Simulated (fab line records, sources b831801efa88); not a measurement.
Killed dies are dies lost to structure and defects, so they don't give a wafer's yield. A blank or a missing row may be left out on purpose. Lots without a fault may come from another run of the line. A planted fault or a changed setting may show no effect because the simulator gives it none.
fab line records | flow gf180mcu
record lots=12 wafers=36 last_day=34
route steps=602 shown HV_LDD@196 PSD@261 NSD@262 SAB@277 SALICIDE@286
lots that met no fault: from a run of the same line without faults
start_h: hours from the record's first day to the start of the lot's first wafer shown | wait_h: hours since the lot's step before | " the same as in the row above | L1.1+2: a row that stands for several wafers | - no value, or no start given | * or withheld: withheld | < > ~ a bound
route shown NAME@n: a module of which the file shows steps, and the number in the route of the first | usual: mean/standard deviation of fault-free wafers | same: alike in all rows | chamber/n: place in a boat | sites: the reading at each site | _std_site: their standard deviation | _edge_site: outer sites' mean less inner sites' | radius_mm: how far each site lies from the wafer's centre | mask NAME#n: copy n | behind: the tool/chamber that last shaped the wafer | hold: why the lot was held/for how many hours/how that ended | device: the transistor (n, p or np) that didn't switch | end of line: the same wafers' tests at the end of the route | a step without rows: its recipe alone | killed: dies lost to structure and defects at the first sort, not the wafer's yield | map: a wafer's dies, x killed, . not, _ none there
set.NAME: the setting as run; set.NAME@STEP: as run at that earlier step | model.NAME: the simulator's own value behind a step, which no gauge read
steps of the route over a sample of lots; a table a step, a row a wafer
services: from which hour (start_h, from the record's first day; less than 0 if before it) a tool's chamber was out of use, for how many hours, and why
## steps
# step GF_HV_LDD_OVL_MEAS_20
# usual HV_LDD_01_OVL=-1.2/1.2
# columns lot.wafer tool chamber start_h wait_h HV_LDD_01_OVL[nm]
L734.1 overlay-01 - 235.14 0.1 -0.8
L734.2 " - " " -1.5
L734.6 " - " " 0.9
L736.2 overlay-01 - 251.33 0.1 -0.3
L736.3 " - " " -0.6
L736.5 " - " " -1.8
L738.2 overlay-02 - 262.68 0.1 -0.4
L738.3 " - " " 0.0
L738.4 " - " " -1.5
L739.2 overlay-01 - 270.82 0.1 -0.8
L739.3 " - " " -1.6
L739.6 " - " " -0.5
L742.2 overlay-02 - 291.25 0.1 -3.1
L742.3 " - " " -2.2
L742.5 " - " " -4.2
L743.1 overlay-02 - 306.20 0.1 -3.1
L743.2 " - " " -0.2
L743.3 " - " " -1.3
L744.1 overlay-01 - 313.37 0.1 -1.9
L744.4 " - " " -1.2
L744.6 " - " " 0.0
L751.2 overlay-01 - 376.40 0.1 -1.8
L751.3 " - " " 1.5
L751.4 " - " " -1.4
L752.2 overlay-01 - 376.62 0.1 -1.3
L752.3 " - " " -1.7
L752.6 " - " " -0.4
L755.2 overlay-02 - 403.04 0.1 -0.9
L755.4 " - " " -1.9
L755.6 " - " " -0.9
L754.1 overlay-02 - 403.42 0.1 -0.4
L754.2 " - " " -1.7
L754.3 " - " " -2.2
L757.1 overlay-01 - 413.38 0.1 -0.7
L757.3 " - " " -0.3
L757.5 " - " " -1.4
# step GF_PSD_RTA_13
# recipe temp_c=1025 time_s=20 ambient=N2
# usual lamp_power_pct=38.0/0.84 wafer_temp_C_max=1030.0/1
# columns lot.wafer tool chamber start_h wait_h lamp_power_pct wafer_temp_C_max
L734.1 rtp_anneal-01 0 315.64 0.0 37.4 1028.4
L734.2 " 0 " " 37.5 1029.8
L734.6 " 0 " " 37.5 1029.9
L736.2 rtp_anneal-01 0 333.46 0.0 37.4 1030.9
L736.3 " 0 " " 37.5 1029.2
L736.5 " 0 " " 37.5 1029.4
L738.2 rtp_anneal-01 0 346.87 0.0 37.4 1032.5
L738.3 " 0 " " 37.4 1030.7
L738.4 " 0 " " 37.4 1031.2
L739.2 rtp_anneal-01 0 355.72 0.0 37.5 1030.1
L739.3 " 0 " " 37.5 1030.7
L739.6 " 0 " " 37.4 1030.9
L742.2 rtp_anneal-01 0 378.77 0.0 37.4 1029.8
L742.3 " 0 " " 37.4 1029.5
L742.5 " 0 " " 37.5 1029.8
L743.1 rtp_anneal-01 0 395.46 0.0 37.5 1030.6
L743.2 " 0 " " 37.4 1029.8
L743.3 " 0 " " 37.5 1029.5
L744.1 rtp_anneal-01 0 407.06 0.0 37.4 1029.3
L744.4 " 0 " " 37.4 1030.5
L744.6 " 0 " " 37.5 1030.4
L751.2 rtp_anneal-01 0 475.37 0.0 37.4 1030.2
L751.3 " 0 " " 37.4 1030.4
L751.4 " 0 " " 37.4 1029.1
L752.2 rtp_anneal-01 0 480.41 0.0 37.4 1033.7
L752.3 " 0 " " 37.4 1029.6
L752.6 " 0 " " 37.5 1029.5
L755.2 rtp_anneal-02 0 504.12 0.0 39.2 1029.6
L755.4 " 0 " " 39.3 1032.1
L755.6 " 0 " " 39.2 1029.1
L754.1 rtp_anneal-01 0 504.28 0.0 37.4 1031.4
L754.2 " 0 " " 37.5 1029.8
L754.3 " 0 " " 37.4 1029.5
L757.1 rtp_anneal-02 0 512.51 0.0 39.2 1029.9
L757.3 " 0 " " 39.3 1030.6
L757.5 " 0 " " 39.3 1028.9
# step GF_PSD_RS_MEAS_14
# recipe thk_meas_gauge=four-point-probe
# usual NSD_RS=46.19/0.096
# columns lot.wafer tool chamber start_h wait_h NSD_RS[ohm/sq]
L734.1 film_metro-03 - 315.73 0.1 46.04
L734.2 " - " " 46.18
L734.6 " - " " 46.01
L736.2 film_metro-04 - 333.55 0.1 46.20
L736.3 " - " " 46.12
L736.5 " - " " 46.06
L738.2 film_metro-04 - 346.96 0.1 46.14
L738.3 " - " " 46.10
L738.4 " - " " 46.03
L739.2 film_metro-04 - 355.88 0.1 46.14
L739.3 " - " " 46.05
L739.6 " - " " 46.25
L742.2 film_metro-03 - 378.86 0.1 42.60
L742.3 " - " " 42.57
L742.5 " - " " 42.50
L743.1 film_metro-03 - 395.54 0.1 42.72
L743.2 " - " " 42.60
L743.3 " - " " 42.74
L744.1 film_metro-01 - 407.15 0.1 42.70
L744.4 " - " " 42.72
L744.6 " - " " 42.70
L751.2 film_metro-04 - 475.46 0.1 46.08
L751.3 " - " " 46.04
L751.4 " - " " 46.17
L752.2 film_metro-03 - 480.50 0.1 46.12
L752.3 " - " " 46.29
L752.6 " - " " 46.24
L755.2 film_metro-01 - 504.21 0.1 46.20
L755.4 " - " " 46.17
L755.6 " - " " 46.19
L754.1 film_metro-04 - 504.36 0.1 46.16
L754.2 " - " " 46.37
L754.3 " - " " 46.06
L757.1 film_metro-03 - 512.59 0.1 46.24
L757.3 " - " " 46.26
L757.5 " - " " 46.28
# step GF_PSD_RS_MEAS_15
# recipe thk_meas_gauge=four-point-probe
# usual PSD_RS=108.7/0.32
# columns lot.wafer tool chamber start_h wait_h PSD_RS[ohm/sq]
L734.1 film_metro-03 - 315.85 0.1 108.8
L734.2 " - " " 108.6
L734.6 " - " " 108.5
L736.2 film_metro-04 - 333.67 0.1 108.4
L736.3 " - " " 108.4
L736.5 " - " " 108.2
L738.2 film_metro-04 - 347.08 0.1 108.8
L738.3 " - " " 108.5
L738.4 " - " " 108.3
L739.2 film_metro-04 - 356.00 0.1 108.4
L739.3 " - " " 108.4
L739.6 " - " " 108.7
L742.2 film_metro-03 - 378.98 0.1 98.8
L742.3 " - " " 98.4
L742.5 " - " " 98.6
L743.1 film_metro-03 - 395.66 0.1 98.7
L743.2 " - " " 98.9
L743.3 " - " " 99.0
L744.1 film_metro-01 - 407.27 0.1 98.4
L744.4 " - " " 98.3
L744.6 " - " " 98.7
L751.2 film_metro-04 - 475.58 0.1 108.1
L751.3 " - " " 108.4
L751.4 " - " " 108.3
L752.2 film_metro-03 - 480.62 0.1 108.7
L752.3 " - " " 108.6
L752.6 " - " " 108.8
L755.2 film_metro-01 - 504.33 0.1 108.5
L755.4 " - " " 108.8
L755.6 " - " " 108.9
L754.1 film_metro-04 - 504.48 0.1 108.4
L754.2 " - " " 108.7
L754.3 " - " " 108.3
L757.1 film_metro-03 - 512.71 0.1 108.6
L757.3 " - " " 109.0
L757.5 " - " " 109.0
# step GF_SAB_STRIP_13
# recipe chemistry=O2/N2 power_w=1400 pressure_mtorr=1500 platen_temp_c=250 o2_flow_sccm=3000 n2_flow_sccm=300 overash_fraction=0.5
# usual drypump_motor_current_A=5.33/0.27 heater_power_w=343/18 oes_product_au=0.709/0.0046 strip_time_to_endpoint_s=12.63/0.038
# columns lot.wafer tool chamber start_h wait_h drypump_motor_current_A heater_power_w oes_product_au rf_hours_counter_h strip_time_to_endpoint_s
L734.1 plasma_asher-02 1 336.48 0.0 5.43 330 0.708 21 12.58
L734.2 " 0 " " 5.49 334 0.711 21 12.58
L734.6 " 1 " " 5.42 341 0.710 - 12.61
L736.2 plasma_asher-02 0 354.30 0.0 5.53 343 0.702 23 12.58
L736.3 " 0 " " 5.52 339 0.715 - 12.61
L736.5 " 0 " " 5.52 342 0.703 - 12.56
L738.2 plasma_asher-02 1 368.99 0.0 5.42 348 0.703 24 12.58
L738.3 " 0 " " 5.53 331 0.704 - 12.66
L738.4 " 1 " " 5.42 339 0.722 - 12.66
L739.2 plasma_asher-04 1 378.06 0.0 4.80 364 0.699 71 12.62
L739.3 " 1 " " 4.83 354 0.713 - 12.61
L739.6 " 0 " " 4.97 330 0.706 - 12.64
L742.2 plasma_asher-02 1 400.93 0.0 5.43 349 0.715 28 12.65
L742.3 " 1 " " 5.44 335 0.706 - 12.61
L742.5 " 1 " " 5.44 343 0.707 - 12.61
L743.1 plasma_asher-01 1 419.18 0.0 5.30 375 0.710 84 12.67
L743.2 " 0 " " 5.61 314 0.708 84 12.67
L743.3 " 0 " " 5.62 312 0.710 - 12.64
L744.1 plasma_asher-04 0 431.45 0.0 4.98 334 0.711 0 12.67
L744.4 " 0 " " 4.97 333 0.716 - 12.67
L744.6 " 1 " " 4.83 345 0.713 - 12.67
L751.2 plasma_asher-02 1 499.38 0.0 5.42 337 0.711 39 12.57
L751.3 " 1 " " 5.43 331 0.709 - 12.58
L751.4 " 0 " " 5.54 339 0.708 - 12.58
L752.2 plasma_asher-02 0 504.80 0.0 5.55 344 0.710 40 12.58
L752.3 " 1 " " 5.44 345 0.713 - 12.57
L752.6 " 0 " " 5.51 340 0.709 - 12.61
L755.2 plasma_asher-04 1 527.38 0.0 4.81 353 0.710 9 12.69
L755.4 " 1 " " 4.83 347 0.711 - 12.64
L755.6 " 1 " " 4.82 345 0.709 - 12.61
L754.1 plasma_asher-02 0 528.28 0.0 5.51 337 0.718 42 12.68
L754.2 " 1 " " 5.42 343 0.701 42 12.65
L754.3 " 0 " " 5.53 341 0.701 - 12.61
L757.1 plasma_asher-01 0 535.70 0.0 5.60 316 0.708 97 12.65
L757.3 " 1 " " 5.34 375 0.711 - 12.64
L757.5 " 1 " " 5.30 378 0.714 - 12.68
# step GF_SALICIDE_RTA_08
# recipe temp_c=800 time_s=30 ambient=N2
# usual lamp_power_pct=19.4/0.46 wafer_temp_C_max=803.9/0.77
# columns lot.wafer tool chamber start_h wait_h lamp_power_pct wafer_temp_C_max
L734.1 rtp_anneal-01 0 337.10 0.0 18.9 803.4
L734.2 " 0 " " 18.9 803.8
L734.6 " 0 " " 18.9 804.1
L736.2 rtp_anneal-01 0 354.98 0.0 18.9 803.7
L736.3 " 0 " " 18.8 804.3
L736.5 " 0 " " 18.9 804.9
L738.2 rtp_anneal-01 0 369.61 0.0 18.9 804.4
L738.3 " 0 " " 18.9 804.4
L738.4 " 0 " " 18.9 803.8
L739.2 rtp_anneal-02 0 378.85 0.0 19.8 803.8
L739.3 " 0 " " 19.8 802.2
L739.6 " 0 " " 19.8 803.4
L742.2 rtp_anneal-02 0 401.56 0.0 19.8 803.9
L742.3 " 0 " " 19.8 803.0
L742.5 " 0 " " 19.8 803.1
L743.1 rtp_anneal-02 0 419.79 0.0 19.8 803.0
L743.2 " 0 " " 19.8 803.1
L743.3 " 0 " " 19.8 803.4
L744.1 rtp_anneal-02 0 432.07 0.0 19.8 803.0
L744.4 " 0 " " 19.8 803.6
L744.6 " 0 " " 19.8 803.5
L751.2 rtp_anneal-01 0 500.01 0.0 18.9 804.3
L751.3 " 0 " " 18.9 803.6
L751.4 " 0 " " 18.9 805.6
L752.2 rtp_anneal-01 0 505.43 0.0 18.9 803.1
L752.3 " 0 " " 18.9 803.5
L752.6 " 0 " " 18.9 804.2
L755.2 rtp_anneal-01 0 528.18 0.0 18.9 803.8
L755.4 " 0 " " 18.9 802.9
L755.6 " 0 " " 18.9 803.6
L754.1 rtp_anneal-01 0 528.89 0.0 18.9 804.6
L754.2 " 0 " " 18.8 804.1
L754.3 " 0 " " 18.9 804.5
L757.1 rtp_anneal-02 0 536.31 0.0 19.8 803.2
L757.3 " 0 " " 19.8 803.5
L757.5 " 0 " " 19.8 804.4
## services
# columns tool chamber start_h hours kind
plasma_asher-02 - 309.20 1.3 repair
plasma_asher-02 - 310.23 2.5 repair
plasma_asher-02 - 342.85 2.8 pm
plasma_asher-04 - 379.23 12.2 repair
plasma_asher-04 - 421.25 9.0 pm
plasma_asher-04 0 421.25 9.0 vent_cycle
plasma_asher-04 1 421.25 9.0 vent_cycle
plasma_asher-02 - 424.10 0.6 repair
plasma_asher-04 0 430.25 - clean
plasma_asher-04 1 430.25 - clean
plasma_asher-01 - 453.41 7.7 repair
plasma_asher-04 - 470.00 5.8 repair
## key
first_sign step=GF_PSD_RS_MEAS_14 reading=NSD_RS direction=down sigmas=37 usual=46.19 struck=42.65
effect step=GF_PSD_RS_MEAS_15 reading=PSD_RS direction=down sigmas=31 usual=108.7 struck=98.6
met_at GF_PSD_RTA_13
struck_lots L742,L743,L744
tester_left_out L742,L743,L744
not_acting_at GF_HV_LDD_OVL_MEAS_20,GF_SAB_STRIP_13,GF_SALICIDE_RTA_08
onset_between 355.72 378.77
fault kind=process_parameter_drift tool=rtp_anneal-01 chamber=- onset_h=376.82 steps=GF_PSD_RTA_13 channel=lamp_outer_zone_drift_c offset=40 shape=step end_h=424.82
# tester_left_out: of these lots the tester's yield and bins aren't shown, on N5 and GAA mostly nor the transistor test; their killed dies are dies lost to structure and defects alone, not to doping, threshold or leakage, so they don't give the yield
